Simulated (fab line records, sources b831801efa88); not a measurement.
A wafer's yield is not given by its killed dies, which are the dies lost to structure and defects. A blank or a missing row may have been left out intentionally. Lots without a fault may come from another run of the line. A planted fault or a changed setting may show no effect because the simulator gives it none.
fab line records / flow sfq-line
[record] lots = 5 wafers = 15 last-day = 87
route steps=325 shown INCOMING@1 L0@3
lots with no fault: from the same line, run without faults
start-h: hours from the record's opening day to when the first of the lot's shown wafers began / wait-h: hours elapsed since this lot's preceding step / " as in the row above / L1.1+2: a row that stands for several wafers / - value missing, or start not given / * or withheld: withheld / < > ~ a bound
route shown NAME@n: names a module that has steps shown in the file, with the first one's number in the route / usual: average and standard deviation across the fault-free wafers / same: alike in all rows / chamber/n: place in a boat / sites: readings site by site / _std_site: how widely they spread, as a standard deviation / _edge_site: inner sites' mean taken away from outer sites' mean / radius-mm: how far each site lies from the wafer's centre / mask NAME#n: copy n / behind: the tool/chamber that last shaped the wafer / hold: reason for holding the lot/hours on hold/outcome of the hold / device: names the non-switching transistor (n, p or np) / end of line: the route-end tests of the same wafers / for a step that has no rows: nothing shown but its recipe / killed: dies that structure and defects cost at the first sort, which is not the same as the wafer's yield / map: a wafer's dies, x killed, . not, _ none there
set.NAME: setting as actually run; set.NAME@STEP: the setting as run at that earlier step / model.NAME: the simulator's own value behind a step, which no gauge read
certain route steps with their lots: each step a table, each wafer a row
services: from which hour (start-h, from the record's first day; less than 0 if before it) a tool's chamber was out of use, for how many hours, and why
[[steps]]
[step SFQ_INCOMING_BOW_MEAS_900]
[recipe] mode = bow
[usual] INCOMING_BOW = 1/6.9
lot.wafer=L789.1 tool=film-metro-02 chamber=- start-h=10.00 wait-h=- INCOMING_BOW[um]=-1
lot.wafer=L789.3 tool=film-metro-02 chamber=- start-h=10.00 wait-h=- INCOMING_BOW[um]=-21
lot.wafer=L789.5 tool=film-metro-02 chamber=- start-h=10.00 wait-h=- INCOMING_BOW[um]=-6
lot.wafer=L802.2 tool=film-metro-03 chamber=- start-h=75.02 wait-h=- INCOMING_BOW[um]=1
lot.wafer=L802.5 tool=film-metro-03 chamber=- start-h=75.02 wait-h=- INCOMING_BOW[um]=-5
lot.wafer=L802.6 tool=film-metro-03 chamber=- start-h=75.02 wait-h=- INCOMING_BOW[um]=4
lot.wafer=L806.2 tool=film-metro-02 chamber=- start-h=95.02 wait-h=- INCOMING_BOW[um]=-6
lot.wafer=L806.4 tool=film-metro-02 chamber=- start-h=95.02 wait-h=- INCOMING_BOW[um]=7
lot.wafer=L806.5 tool=film-metro-02 chamber=- start-h=95.02 wait-h=- INCOMING_BOW[um]=-11
lot.wafer=L811.1 tool=film-metro-01 chamber=- start-h=120.00 wait-h=- INCOMING_BOW[um]=16
lot.wafer=L811.2 tool=film-metro-01 chamber=- start-h=120.00 wait-h=- INCOMING_BOW[um]=2
lot.wafer=L811.6 tool=film-metro-01 chamber=- start-h=120.00 wait-h=- INCOMING_BOW[um]=3
lot.wafer=L812.4 tool=film-metro-02 chamber=- start-h=125.06 wait-h=- INCOMING_BOW[um]=-8
lot.wafer=L812.5 tool=film-metro-02 chamber=- start-h=125.06 wait-h=- INCOMING_BOW[um]=-3
lot.wafer=L812.6 tool=film-metro-02 chamber=- start-h=125.06 wait-h=- INCOMING_BOW[um]=-10
[step SFQ_TRILAYER_INCOMING_OXIDATION_002]
[recipe] temp-c = 1000 ambient = H2O target-thk-a = 5000 p-h2o-torr = 720 ox-time-s = 4939
[step SFQ_TRILAYER_L0_DEP_SPUTTER_003]
[recipe] material = MoNx_KI base-pressure-pa = 1.33e-06 target-thk-nm = 40 power-w = 800 time-s = 100 chamber-pressure-pa = 0.4
[usual] throttle-valve-pct = 29.7/1.1
lot.wafer=L789.1 tool=pvd-sputter-03 chamber=- start-h=12.49 wait-h=0.0 throttle-valve-pct=31.6
lot.wafer=L789.3 tool=pvd-sputter-03 chamber=- start-h=12.49 wait-h=0.0 throttle-valve-pct=27.5
lot.wafer=L789.5 tool=pvd-sputter-03 chamber=- start-h=12.49 wait-h=0.0 throttle-valve-pct=30.3
lot.wafer=L802.2 tool=pvd-sputter-03 chamber=- start-h=77.49 wait-h=0.0 throttle-valve-pct=31.7
lot.wafer=L802.5 tool=pvd-sputter-03 chamber=- start-h=77.49 wait-h=0.0 throttle-valve-pct=28.9
lot.wafer=L802.6 tool=pvd-sputter-03 chamber=- start-h=77.49 wait-h=0.0 throttle-valve-pct=30.0
lot.wafer=L806.2 tool=pvd-sputter-04 chamber=- start-h=97.49 wait-h=0.0 throttle-valve-pct=30.4
lot.wafer=L806.4 tool=pvd-sputter-04 chamber=- start-h=97.49 wait-h=0.0 throttle-valve-pct=29.3
lot.wafer=L806.5 tool=pvd-sputter-04 chamber=- start-h=97.49 wait-h=0.0 throttle-valve-pct=29.1
lot.wafer=L811.1 tool=pvd-sputter-06 chamber=- start-h=122.49 wait-h=0.0 throttle-valve-pct=30.7
lot.wafer=L811.2 tool=pvd-sputter-06 chamber=- start-h=122.49 wait-h=0.0 throttle-valve-pct=28.8
lot.wafer=L811.6 tool=pvd-sputter-06 chamber=- start-h=122.49 wait-h=0.0 throttle-valve-pct=30.7
lot.wafer=L812.4 tool=pvd-sputter-04 chamber=- start-h=127.49 wait-h=0.0 throttle-valve-pct=30.4
lot.wafer=L812.5 tool=pvd-sputter-04 chamber=- start-h=127.49 wait-h=0.0 throttle-valve-pct=28.8
lot.wafer=L812.6 tool=pvd-sputter-04 chamber=- start-h=127.49 wait-h=0.0 throttle-valve-pct=31.0
[step SFQ_L0_RS_MEAS_901]
[recipe] thk-meas-gauge = four-point-probe reads = MoNx_KI_of_TRILAYER_L0_DEP_SPUTTER_003
[usual] L0_MONX_KI_RS = 43.7/0.41
lot.wafer=L789.1 tool=film-metro-02 chamber=- start-h=12.56 wait-h=0.0 L0_MONX_KI_RS[ohm/sq]=44.2
lot.wafer=L789.3 tool=film-metro-02 chamber=- start-h=12.56 wait-h=0.0 L0_MONX_KI_RS[ohm/sq]=43.8
lot.wafer=L789.5 tool=film-metro-02 chamber=- start-h=12.56 wait-h=0.0 L0_MONX_KI_RS[ohm/sq]=44.2
lot.wafer=L802.2 tool=film-metro-01 chamber=- start-h=77.58 wait-h=0.1 L0_MONX_KI_RS[ohm/sq]=43.4
lot.wafer=L802.5 tool=film-metro-01 chamber=- start-h=77.58 wait-h=0.1 L0_MONX_KI_RS[ohm/sq]=43.2
lot.wafer=L802.6 tool=film-metro-01 chamber=- start-h=77.58 wait-h=0.1 L0_MONX_KI_RS[ohm/sq]=43.3
lot.wafer=L806.2 tool=film-metro-01 chamber=- start-h=97.58 wait-h=0.1 L0_MONX_KI_RS[ohm/sq]=44.2
lot.wafer=L806.4 tool=film-metro-01 chamber=- start-h=97.58 wait-h=0.1 L0_MONX_KI_RS[ohm/sq]=43.9
lot.wafer=L806.5 tool=film-metro-01 chamber=- start-h=97.58 wait-h=0.1 L0_MONX_KI_RS[ohm/sq]=44.2
lot.wafer=L811.1 tool=film-metro-01 chamber=- start-h=122.56 wait-h=0.0 L0_MONX_KI_RS[ohm/sq]=43.9
lot.wafer=L811.2 tool=film-metro-01 chamber=- start-h=122.56 wait-h=0.0 L0_MONX_KI_RS[ohm/sq]=43.6
lot.wafer=L811.6 tool=film-metro-01 chamber=- start-h=122.56 wait-h=0.0 L0_MONX_KI_RS[ohm/sq]=43.1
lot.wafer=L812.4 tool=film-metro-01 chamber=- start-h=127.62 wait-h=0.1 L0_MONX_KI_RS[ohm/sq]=44.0
lot.wafer=L812.5 tool=film-metro-01 chamber=- start-h=127.62 wait-h=0.1 L0_MONX_KI_RS[ohm/sq]=44.3
lot.wafer=L812.6 tool=film-metro-01 chamber=- start-h=127.62 wait-h=0.1 L0_MONX_KI_RS[ohm/sq]=43.7
[step SFQ_L0_THK_MEAS_902]
[recipe] thk-meas-gauge = xrf reads = MoNx_KI_of_TRILAYER_L0_DEP_SPUTTER_003
[usual] L0_MONX_KI_THK = 40.1/0.39
lot.wafer=L789.1 tool=film-metro-02 chamber=- start-h=12.68 wait-h=0.1 L0_MONX_KI_THK[nm]=40.1
lot.wafer=L789.3 tool=film-metro-02 chamber=- start-h=12.68 wait-h=0.1 L0_MONX_KI_THK[nm]=40.5
lot.wafer=L789.5 tool=film-metro-02 chamber=- start-h=12.68 wait-h=0.1 L0_MONX_KI_THK[nm]=40.3
lot.wafer=L802.2 tool=film-metro-01 chamber=- start-h=77.69 wait-h=0.1 L0_MONX_KI_THK[nm]=40.2
lot.wafer=L802.5 tool=film-metro-01 chamber=- start-h=77.69 wait-h=0.1 L0_MONX_KI_THK[nm]=40.2
lot.wafer=L802.6 tool=film-metro-01 chamber=- start-h=77.69 wait-h=0.1 L0_MONX_KI_THK[nm]=40.1
lot.wafer=L806.2 tool=film-metro-01 chamber=- start-h=97.69 wait-h=0.1 L0_MONX_KI_THK[nm]=39.3
lot.wafer=L806.4 tool=film-metro-01 chamber=- start-h=97.69 wait-h=0.1 L0_MONX_KI_THK[nm]=39.5
lot.wafer=L806.5 tool=film-metro-01 chamber=- start-h=97.69 wait-h=0.1 L0_MONX_KI_THK[nm]=39.5
lot.wafer=L811.1 tool=film-metro-01 chamber=- start-h=122.68 wait-h=0.1 L0_MONX_KI_THK[nm]=39.6
lot.wafer=L811.2 tool=film-metro-01 chamber=- start-h=122.68 wait-h=0.1 L0_MONX_KI_THK[nm]=40.1
lot.wafer=L811.6 tool=film-metro-01 chamber=- start-h=122.68 wait-h=0.1 L0_MONX_KI_THK[nm]=40.2
lot.wafer=L812.4 tool=film-metro-01 chamber=- start-h=127.71 wait-h=0.1 L0_MONX_KI_THK[nm]=39.9
lot.wafer=L812.5 tool=film-metro-01 chamber=- start-h=127.71 wait-h=0.1 L0_MONX_KI_THK[nm]=39.2
lot.wafer=L812.6 tool=film-metro-01 chamber=- start-h=127.71 wait-h=0.1 L0_MONX_KI_THK[nm]=39.6
[step SFQ_TRILAYER_L0_LITHO_COAT_010]
[recipe] resist = BARC spin-rpm = 3000 resist-thk-nm = 62
[step SFQ_TRILAYER_L0_LITHO_COAT_005]
[recipe] resist = KrF spin-rpm = 3000 resist-thk-nm = 600
[usual] dispense-pressure-kPa = 51/4.4 spin-speed-rpm = 2999.9/2.2
lot.wafer=L789.1 tool=litho-track-01 chamber=0 start-h=13.04 wait-h=0.2 dispense-pressure-kPa=56 spin-speed-rpm=3003.4 model.KrF_of_TRILAYER_L0_LITHO_COAT_005.thk-nm=602.3
lot.wafer=L789.3 tool=litho-track-01 chamber=0 start-h=13.04 wait-h=0.2 dispense-pressure-kPa=56 spin-speed-rpm=3001.5 model.KrF_of_TRILAYER_L0_LITHO_COAT_005.thk-nm=601.5
lot.wafer=L789.5 tool=litho-track-01 chamber=0 start-h=13.04 wait-h=0.2 dispense-pressure-kPa=56 spin-speed-rpm=2997.3 model.KrF_of_TRILAYER_L0_LITHO_COAT_005.thk-nm=601
lot.wafer=L802.2 tool=litho-track-03 chamber=0 start-h=78.09 wait-h=0.2 dispense-pressure-kPa=52 spin-speed-rpm=3000.9 model.KrF_of_TRILAYER_L0_LITHO_COAT_005.thk-nm=602.4
lot.wafer=L802.5 tool=litho-track-03 chamber=0 start-h=78.09 wait-h=0.2 dispense-pressure-kPa=53 spin-speed-rpm=3002.0 model.KrF_of_TRILAYER_L0_LITHO_COAT_005.thk-nm=602
lot.wafer=L802.6 tool=litho-track-03 chamber=0 start-h=78.09 wait-h=0.2 dispense-pressure-kPa=52 spin-speed-rpm=3002.6 model.KrF_of_TRILAYER_L0_LITHO_COAT_005.thk-nm=601.8
lot.wafer=L806.2 tool=litho-track-03 chamber=0 start-h=98.09 wait-h=0.2 dispense-pressure-kPa=52 spin-speed-rpm=3000.9 model.KrF_of_TRILAYER_L0_LITHO_COAT_005.thk-nm=694.1
lot.wafer=L806.4 tool=litho-track-03 chamber=0 start-h=98.09 wait-h=0.2 dispense-pressure-kPa=52 spin-speed-rpm=3005.2 model.KrF_of_TRILAYER_L0_LITHO_COAT_005.thk-nm=601.3
lot.wafer=L806.5 tool=litho-track-03 chamber=0 start-h=98.09 wait-h=0.2 dispense-pressure-kPa=52 spin-speed-rpm=2999.8 model.KrF_of_TRILAYER_L0_LITHO_COAT_005.thk-nm=601.3
lot.wafer=L811.1 tool=litho-track-04 chamber=0 start-h=123.04 wait-h=0.2 dispense-pressure-kPa=45 spin-speed-rpm=2999.1 model.KrF_of_TRILAYER_L0_LITHO_COAT_005.thk-nm=598.8
lot.wafer=L811.2 tool=litho-track-04 chamber=0 start-h=123.04 wait-h=0.2 dispense-pressure-kPa=45 spin-speed-rpm=2997.9 model.KrF_of_TRILAYER_L0_LITHO_COAT_005.thk-nm=599.8
lot.wafer=L811.6 tool=litho-track-04 chamber=0 start-h=123.04 wait-h=0.2 dispense-pressure-kPa=45 spin-speed-rpm=2999.5 model.KrF_of_TRILAYER_L0_LITHO_COAT_005.thk-nm=600.8
lot.wafer=L812.4 tool=litho-track-04 chamber=0 start-h=128.19 wait-h=0.2 dispense-pressure-kPa=45 spin-speed-rpm=2995.6 model.KrF_of_TRILAYER_L0_LITHO_COAT_005.thk-nm=599.4
lot.wafer=L812.5 tool=litho-track-04 chamber=0 start-h=128.19 wait-h=0.2 dispense-pressure-kPa=45 spin-speed-rpm=2999.7 model.KrF_of_TRILAYER_L0_LITHO_COAT_005.thk-nm=601.7
lot.wafer=L812.6 tool=litho-track-04 chamber=0 start-h=128.19 wait-h=0.2 dispense-pressure-kPa=45 spin-speed-rpm=2999.9 model.KrF_of_TRILAYER_L0_LITHO_COAT_005.thk-nm=600.5
[step SFQ_TRILAYER_L0_LITHO_SOFTBAKE_009]
[recipe] temp-c = withheld time-s = withheld resist = KrF
[step SFQ_TRILAYER_L0_LITHO_EXPOSE_006]
[recipe] mask-id = L0 na = 0.6 source-shape = conventional sigma-outer = 0.65 target-cd-nm = 2000 dose-mj = 14.4
[step SFQ_TRILAYER_L0_LITHO_PEB_008]
[recipe] peb-temp-c = 115 peb-time-s = 60 resist = KrF
[step SFQ_TRILAYER_L0_LITHO_DEVELOP_007]
[recipe] time-s = 60 resist = KrF
[step SFQ_TRILAYER_L0_BARC_OPEN_METAL_ETCH_010]
[recipe] mask-material = PR chemistry = O2 target-depth-nm = 125 target = BARC icp-w = 600 bias-w = 80 pressure-mtorr = 10 time-s = 41.7
[usual] chamber-pressure-mTorr = 10.001/0.0084 drypump-motor-current-A = 5.30/0.28 oes-product-au = 0.685/0.0047
lot.wafer=L789.1 tool=rie-metal-01 chamber=0 start-h=37.84 wait-h=0.1 chamber-pressure-mTorr=9.996 drypump-motor-current-A=5.33 oes-product-au=0.687 rf-hours-counter-h=52
lot.wafer=L789.3 tool=rie-metal-01 chamber=1 start-h=37.84 wait-h=0.1 chamber-pressure-mTorr=10.000 drypump-motor-current-A=5.37 oes-product-au=0.688 rf-hours-counter-h=-
lot.wafer=L789.5 tool=rie-metal-01 chamber=0 start-h=37.84 wait-h=0.1 chamber-pressure-mTorr=9.999 drypump-motor-current-A=5.36 oes-product-au=0.681 rf-hours-counter-h=-
lot.wafer=L802.2 tool=rie-metal-04 chamber=1 start-h=104.81 wait-h=0.1 chamber-pressure-mTorr=10.004 drypump-motor-current-A=5.45 oes-product-au=0.690 rf-hours-counter-h=3
lot.wafer=L802.5 tool=rie-metal-04 chamber=0 start-h=104.81 wait-h=0.1 chamber-pressure-mTorr=10.013 drypump-motor-current-A=4.88 oes-product-au=0.688 rf-hours-counter-h=-
lot.wafer=L802.6 tool=rie-metal-04 chamber=1 start-h=104.81 wait-h=0.1 chamber-pressure-mTorr=9.996 drypump-motor-current-A=5.47 oes-product-au=0.682 rf-hours-counter-h=-
lot.wafer=L806.2 tool=rie-metal-04 chamber=1 start-h=119.21 wait-h=0.1 chamber-pressure-mTorr=9.996 drypump-motor-current-A=5.43 oes-product-au=0.679 rf-hours-counter-h=7
lot.wafer=L806.4 tool=rie-metal-04 chamber=0 start-h=119.21 wait-h=0.1 chamber-pressure-mTorr=9.991 drypump-motor-current-A=4.87 oes-product-au=0.686 rf-hours-counter-h=-
lot.wafer=L806.5 tool=rie-metal-04 chamber=0 start-h=119.21 wait-h=0.1 chamber-pressure-mTorr=10.011 drypump-motor-current-A=4.87 oes-product-au=0.678 rf-hours-counter-h=-
lot.wafer=L811.1 tool=rie-metal-02 chamber=0 start-h=150.47 wait-h=0.1 chamber-pressure-mTorr=10.010 drypump-motor-current-A=5.47 oes-product-au=0.676 rf-hours-counter-h=188
lot.wafer=L811.2 tool=rie-metal-02 chamber=1 start-h=150.47 wait-h=0.1 chamber-pressure-mTorr=9.999 drypump-motor-current-A=5.68 oes-product-au=0.679 rf-hours-counter-h=24
lot.wafer=L811.6 tool=rie-metal-02 chamber=1 start-h=150.47 wait-h=0.1 chamber-pressure-mTorr=9.995 drypump-motor-current-A=5.66 oes-product-au=0.678 rf-hours-counter-h=-
lot.wafer=L812.4 tool=rie-metal-02 chamber=1 start-h=152.89 wait-h=0.1 chamber-pressure-mTorr=10.009 drypump-motor-current-A=5.69 oes-product-au=0.682 rf-hours-counter-h=-
lot.wafer=L812.5 tool=rie-metal-02 chamber=1 start-h=152.89 wait-h=0.1 chamber-pressure-mTorr=9.996 drypump-motor-current-A=5.68 oes-product-au=0.689 rf-hours-counter-h=-
lot.wafer=L812.6 tool=rie-metal-02 chamber=0 start-h=152.89 wait-h=0.1 chamber-pressure-mTorr=10.004 drypump-motor-current-A=5.46 oes-product-au=0.694 rf-hours-counter-h=-
[step SFQ_TRILAYER_L0_ETCH_METAL_ETCH_008]
[recipe] target = MoNx_KI stop-on = SiO2 mask-material = PR chemistry = SF6/O2 target-depth-nm = 50 icp-w = 600 bias-w = 80 pressure-mtorr = 10 time-s = 25
[usual] chamber-pressure-mTorr = 9.999/0.0092 drypump-motor-current-A = 5.30/0.27 oes-product-au = 0.872/0.007
lot.wafer=L789.1 tool=rie-metal-01 chamber=0 start-h=37.90 wait-h=0.0 chamber-pressure-mTorr=9.997 drypump-motor-current-A=5.34 oes-product-au=0.862 rf-hours-counter-h=52 model.KrF_of_TRILAYER_L0_LITHO_COAT_005.thk-nm=483.2
lot.wafer=L789.3 tool=rie-metal-01 chamber=1 start-h=37.90 wait-h=0.0 chamber-pressure-mTorr=9.996 drypump-motor-current-A=5.38 oes-product-au=0.873 rf-hours-counter-h=- model.KrF_of_TRILAYER_L0_LITHO_COAT_005.thk-nm=483
lot.wafer=L789.5 tool=rie-metal-01 chamber=0 start-h=37.90 wait-h=0.0 chamber-pressure-mTorr=9.990 drypump-motor-current-A=5.33 oes-product-au=0.863 rf-hours-counter-h=- model.KrF_of_TRILAYER_L0_LITHO_COAT_005.thk-nm=482.1
lot.wafer=L802.2 tool=rie-metal-04 chamber=1 start-h=104.87 wait-h=0.0 chamber-pressure-mTorr=9.971 drypump-motor-current-A=5.46 oes-product-au=0.880 rf-hours-counter-h=3 model.KrF_of_TRILAYER_L0_LITHO_COAT_005.thk-nm=483.6
lot.wafer=L802.5 tool=rie-metal-04 chamber=0 start-h=104.87 wait-h=0.0 chamber-pressure-mTorr=10.004 drypump-motor-current-A=4.87 oes-product-au=0.879 rf-hours-counter-h=- model.KrF_of_TRILAYER_L0_LITHO_COAT_005.thk-nm=483.3
lot.wafer=L802.6 tool=rie-metal-04 chamber=1 start-h=104.87 wait-h=0.0 chamber-pressure-mTorr=10.005 drypump-motor-current-A=5.44 oes-product-au=0.881 rf-hours-counter-h=- model.KrF_of_TRILAYER_L0_LITHO_COAT_005.thk-nm=483
lot.wafer=L806.2 tool=rie-metal-04 chamber=1 start-h=119.27 wait-h=0.0 chamber-pressure-mTorr=9.999 drypump-motor-current-A=5.45 oes-product-au=0.867 rf-hours-counter-h=7 model.KrF_of_TRILAYER_L0_LITHO_COAT_005.thk-nm=575.6
lot.wafer=L806.4 tool=rie-metal-04 chamber=0 start-h=119.27 wait-h=0.0 chamber-pressure-mTorr=10.010 drypump-motor-current-A=4.87 oes-product-au=0.863 rf-hours-counter-h=- model.KrF_of_TRILAYER_L0_LITHO_COAT_005.thk-nm=482.5
lot.wafer=L806.5 tool=rie-metal-04 chamber=0 start-h=119.27 wait-h=0.0 chamber-pressure-mTorr=9.988 drypump-motor-current-A=4.89 oes-product-au=0.863 rf-hours-counter-h=- model.KrF_of_TRILAYER_L0_LITHO_COAT_005.thk-nm=482
lot.wafer=L811.1 tool=rie-metal-02 chamber=0 start-h=150.53 wait-h=0.0 chamber-pressure-mTorr=9.996 drypump-motor-current-A=5.50 oes-product-au=0.876 rf-hours-counter-h=188 model.KrF_of_TRILAYER_L0_LITHO_COAT_005.thk-nm=481.1
lot.wafer=L811.2 tool=rie-metal-02 chamber=1 start-h=150.53 wait-h=0.0 chamber-pressure-mTorr=10.000 drypump-motor-current-A=5.67 oes-product-au=0.875 rf-hours-counter-h=24 model.KrF_of_TRILAYER_L0_LITHO_COAT_005.thk-nm=481.5
lot.wafer=L811.6 tool=rie-metal-02 chamber=1 start-h=150.53 wait-h=0.0 chamber-pressure-mTorr=9.999 drypump-motor-current-A=5.64 oes-product-au=0.878 rf-hours-counter-h=- model.KrF_of_TRILAYER_L0_LITHO_COAT_005.thk-nm=482.6
lot.wafer=L812.4 tool=rie-metal-02 chamber=1 start-h=152.94 wait-h=0.0 chamber-pressure-mTorr=10.006 drypump-motor-current-A=5.66 oes-product-au=0.876 rf-hours-counter-h=- model.KrF_of_TRILAYER_L0_LITHO_COAT_005.thk-nm=481.5
lot.wafer=L812.5 tool=rie-metal-02 chamber=1 start-h=152.94 wait-h=0.0 chamber-pressure-mTorr=10.012 drypump-motor-current-A=5.71 oes-product-au=0.864 rf-hours-counter-h=- model.KrF_of_TRILAYER_L0_LITHO_COAT_005.thk-nm=483.4
lot.wafer=L812.6 tool=rie-metal-02 chamber=0 start-h=152.94 wait-h=0.0 chamber-pressure-mTorr=10.007 drypump-motor-current-A=5.49 oes-product-au=0.871 rf-hours-counter-h=- model.KrF_of_TRILAYER_L0_LITHO_COAT_005.thk-nm=482.8
[step SFQ_TRILAYER_L0_STRIP_STRIP_009]
[recipe] gas = O2 power-w = 200 platen-temp-c = 40 overash-fraction = 0.65 chemistry = O2 pressure-mtorr = 50
[usual] chamber-pressure-mTorr = 50.00/0.045 drypump-motor-current-A = 5.30/0.28 oes-product-au = 0.998/0.0085
lot.wafer=L789.1 tool=rie-metal-01 chamber=0 start-h=37.95 wait-h=0.0 chamber-pressure-mTorr=50.01 drypump-motor-current-A=5.37 oes-product-au=1.005 rf-hours-counter-h=52
lot.wafer=L789.3 tool=rie-metal-01 chamber=1 start-h=37.95 wait-h=0.0 chamber-pressure-mTorr=49.95 drypump-motor-current-A=5.39 oes-product-au=0.996 rf-hours-counter-h=-
lot.wafer=L789.5 tool=rie-metal-01 chamber=0 start-h=37.95 wait-h=0.0 chamber-pressure-mTorr=49.96 drypump-motor-current-A=5.33 oes-product-au=1.004 rf-hours-counter-h=-
lot.wafer=L802.2 tool=rie-metal-04 chamber=1 start-h=104.92 wait-h=0.0 chamber-pressure-mTorr=50.01 drypump-motor-current-A=5.45 oes-product-au=1.001 rf-hours-counter-h=4
lot.wafer=L802.5 tool=rie-metal-04 chamber=0 start-h=104.92 wait-h=0.0 chamber-pressure-mTorr=49.95 drypump-motor-current-A=4.86 oes-product-au=1.007 rf-hours-counter-h=-
lot.wafer=L802.6 tool=rie-metal-04 chamber=1 start-h=104.92 wait-h=0.0 chamber-pressure-mTorr=50.02 drypump-motor-current-A=5.45 oes-product-au=1.010 rf-hours-counter-h=-
lot.wafer=L806.2 tool=rie-metal-04 chamber=1 start-h=119.32 wait-h=0.0 chamber-pressure-mTorr=50.03 drypump-motor-current-A=5.46 oes-product-au=0.992 rf-hours-counter-h=7
lot.wafer=L806.4 tool=rie-metal-04 chamber=0 start-h=119.32 wait-h=0.0 chamber-pressure-mTorr=49.99 drypump-motor-current-A=4.87 oes-product-au=0.991 rf-hours-counter-h=-
lot.wafer=L806.5 tool=rie-metal-04 chamber=0 start-h=119.32 wait-h=0.0 chamber-pressure-mTorr=50.08 drypump-motor-current-A=4.85 oes-product-au=1.001 rf-hours-counter-h=-
lot.wafer=L811.1 tool=rie-metal-02 chamber=0 start-h=150.57 wait-h=0.0 chamber-pressure-mTorr=50.03 drypump-motor-current-A=5.48 oes-product-au=0.993 rf-hours-counter-h=188
lot.wafer=L811.2 tool=rie-metal-02 chamber=1 start-h=150.57 wait-h=0.0 chamber-pressure-mTorr=49.95 drypump-motor-current-A=5.72 oes-product-au=0.986 rf-hours-counter-h=24
lot.wafer=L811.6 tool=rie-metal-02 chamber=1 start-h=150.57 wait-h=0.0 chamber-pressure-mTorr=50.01 drypump-motor-current-A=5.70 oes-product-au=0.990 rf-hours-counter-h=-
lot.wafer=L812.4 tool=rie-metal-02 chamber=1 start-h=153.17 wait-h=0.2 chamber-pressure-mTorr=50.06 drypump-motor-current-A=5.71 oes-product-au=0.997 rf-hours-counter-h=-
lot.wafer=L812.5 tool=rie-metal-02 chamber=1 start-h=153.17 wait-h=0.2 chamber-pressure-mTorr=49.96 drypump-motor-current-A=5.74 oes-product-au=1.005 rf-hours-counter-h=-
lot.wafer=L812.6 tool=rie-metal-02 chamber=0 start-h=153.17 wait-h=0.2 chamber-pressure-mTorr=50.05 drypump-motor-current-A=5.46 oes-product-au=0.994 rf-hours-counter-h=-
[[services]]
tool=rie-metal-02 chamber=1 start-h=-0.57 hours=- kind=clean
tool=rie-metal-02 chamber=1 start-h=-0.57 hours=- kind=consumable-replace:focus-ring
tool=rie-metal-02 chamber=1 start-h=-0.57 hours=18.5 kind=scheduled-down
tool=rie-metal-02 chamber=1 start-h=-0.57 hours=18.5 kind=vent-cycle
tool=rie-metal-01 chamber=- start-h=24.26 hours=2.8 kind=pm
tool=pvd-sputter-03 chamber=- start-h=50.85 hours=3.3 kind=repair
tool=rie-metal-01 chamber=1 start-h=52.75 hours=- kind=clean
tool=rie-metal-01 chamber=1 start-h=52.75 hours=- kind=consumable-replace:focus-ring
tool=rie-metal-01 chamber=1 start-h=52.75 hours=13.2 kind=scheduled-down
tool=rie-metal-01 chamber=1 start-h=52.75 hours=13.2 kind=vent-cycle
tool=rie-metal-04 chamber=1 start-h=60.81 hours=- kind=clean
tool=rie-metal-04 chamber=1 start-h=60.81 hours=- kind=consumable-replace:focus-ring
tool=rie-metal-04 chamber=1 start-h=60.81 hours=21.6 kind=scheduled-down
tool=rie-metal-04 chamber=1 start-h=60.81 hours=21.6 kind=vent-cycle
tool=pvd-sputter-06 chamber=3 start-h=100.30 hours=- kind=consumable-replace:kit
tool=pvd-sputter-06 chamber=3 start-h=100.30 hours=18.0 kind=scheduled-down
tool=pvd-sputter-06 chamber=3 start-h=100.30 hours=18.0 kind=vent-cycle
tool=pvd-sputter-06 chamber=- start-h=102.99 hours=14.1 kind=repair
[[key]]
first-sign none at tools or gauges
[model-effect] step = SFQ_TRILAYER_L0_LITHO_COAT_005 value = KrF_of_TRILAYER_L0_LITHO_COAT_005.thk-nm without = 601.1 struck = 694.1
[model-effect] step = SFQ_TRILAYER_L0_ETCH_METAL_ETCH_008 value = KrF_of_TRILAYER_L0_LITHO_COAT_005.thk-nm without = 482.7 struck = 575.6
met-at SFQ_TRILAYER_L0_LITHO_COAT_005
struck-wafers L806.2
onset-between 78.09 98.09
[fault] kind = process-parameter-drift tool = litho-track-03 chamber = - onset-h = 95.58 steps = SFQ_TRILAYER_L0_LITHO_COAT_005 channel = resist-thk-nm offset = 92.768 shape = step end-h = 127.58 scope = struck-wafers-only acts-in = these-recipes-only stated = 600
